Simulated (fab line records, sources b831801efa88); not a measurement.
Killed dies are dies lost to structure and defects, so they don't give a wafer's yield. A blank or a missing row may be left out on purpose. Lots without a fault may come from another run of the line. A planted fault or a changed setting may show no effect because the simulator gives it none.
One fault seen from 2 desks | flow sky130 | each desk has only its own numbers; what lay behind them comes last

THE METROLOGY DESK
What the gauges read, lot by lot, whatever tool the lot ran on: means of the sampled wafers that have a number. A lot is out of limits, marked OUT, if its mean lies more than 4 standard deviations from the usual mean; the brackets give that distance.
Columns: A = LDD_N_OVL at SKY_LDD_N_OVL_MEAS_07, usual 0.3 nm
lot  | first seen here | A
L849 | day 17 14:58    | -1.5
L850 | day 18 14:16    | 1.2
L851 | day 18 21:34    | 1.2
L852 | day 19 04:48    | -1.7
L853 | day 20 10:31    | 2.4
L854 | day 20 14:44    | -3.0
L857 | day 21 03:51    | -1.7
L859 | day 21 10:52    | -0.9
L858 | day 21 12:59    | -1.2
L860 | day 21 23:20    | 1.4
L862 | day 22 20:05    | 2.2
L863 | day 23 05:33    | 0.7
L865 | day 23 16:56    | -0.1
L866 | day 24 03:04    | 3.0
L871 | day 25 20:45    | 0.7
This desk's finding: nothing out of limits on any of the 15 lots.

THE TOOL OWNER'S DESK: cmp-01
The tool's own readings at SKY_VIA2_CMP_02 (polishes SiO2): means of the sampled wafers that have a number, for each lot that ran on this tool. A lot is out of limits, marked OUT, if its mean lies more than 4 standard deviations from the usual mean; the brackets give that distance.
Columns: A = motor_current_A at SKY_VIA2_CMP_02, usual 11.5 A; B = retaining_ring_pressure_frac at SKY_VIA2_CMP_02, usual 1.000; C = slurry_filter_dp_kPa at SKY_VIA2_CMP_02, usual 13.48 kPa
lot  | first seen here | A    | B     | C
L849 | day 35 04:21    | 11.6 | 1.006 | 13.54
L851 | day 36 07:05    | 12.4 | 1.003 | 13.47
L853 | day 37 15:05    | 11.4 | 0.996 | 13.55
L857 | day 38 03:42    | 11.6 | 0.995 | 13.55
L860 | day 38 23:52    | 12.1 | 0.997 | 13.56
L862 | day 39 12:37    | 11.7 | 1.002 | 13.53
L863 | day 39 20:38    | 12.2 | 0.999 | 13.47
L865 | day 40 08:38    | 11.1 | 1.003 | 13.44
L866 | day 40 18:05    | 11.8 | 0.998 | 13.48
This desk's finding: nothing out of limits on any of the 9 lots.

PUT TOGETHER
The metrology desk saw nothing out of limits.
The tool owner's desk saw nothing out of limits.

WHAT THE SIMULATOR HAD PUT IN
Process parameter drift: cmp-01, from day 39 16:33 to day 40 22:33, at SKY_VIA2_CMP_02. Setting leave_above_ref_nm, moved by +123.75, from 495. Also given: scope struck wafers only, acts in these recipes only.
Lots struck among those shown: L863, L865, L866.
